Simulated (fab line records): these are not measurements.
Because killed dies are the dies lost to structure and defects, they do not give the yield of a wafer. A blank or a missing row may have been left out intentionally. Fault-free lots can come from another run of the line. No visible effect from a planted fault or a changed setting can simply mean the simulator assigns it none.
One fault seen from 2 desks ; flow sky130 ; each desk holds nothing but its own numbers, with what lay behind them at the end

== FROM THE METROLOGY DESK ==
What the gauges read for every lot (on any tool): the sampled wafers with a number, averaged. Any lot whose mean is over 4 standard deviations away from the usual mean is out of limits and marked OUT; that distance is given in the brackets.
Columns: A = cd nm at SKY_METAL3_CD_MEAS_13, usual 300.1 nm; B = METAL3_OVL at SKY_METAL3_OVL_MEAS_14, usual -1 nm
lot;first seen here;A;B
L239;day 38 19:16;300.5;1
L243;day 40 16:33;298.3;-6
L244;day 40 18:01;300.4;2
L250;day 42 19:15;300.4;-1
L257;day 44 13:25;299.6;8
L260;day 45 09:40;302.7;1
Result from this desk: across the 6 lots, nothing is out of limits.

== TOOL OWNER'S DESK, rie diel-01 ==
The tool's own readings at SKY_METAL3_ETCH_17 (etches SiO2 in C4F8/O2/Ar, stops on TiN, time 3.9 s, target depth 15 nm): means of the sampled wafers that have a number, for each lot that ran on this tool. Any lot whose mean is over 4 standard deviations away from the usual mean is out of limits and marked OUT; that distance is given in the brackets.
Columns: A = oes product au at SKY_METAL3_ETCH_17, usual 0.753 a.u.
lot;first seen here;A
L244;day 40 18:17;0.751
L257;day 44 13:41;0.753
L260;day 45 09:53;0.750
Result from this desk: across the 3 lots, nothing is out of limits.

== TAKEN TOGETHER ==
Metrology desk: nothing out of limits seen.
The desk of the tool owner found nothing out of limits.

== WHAT HAD BEEN PUT IN BY THE SIMULATOR ==
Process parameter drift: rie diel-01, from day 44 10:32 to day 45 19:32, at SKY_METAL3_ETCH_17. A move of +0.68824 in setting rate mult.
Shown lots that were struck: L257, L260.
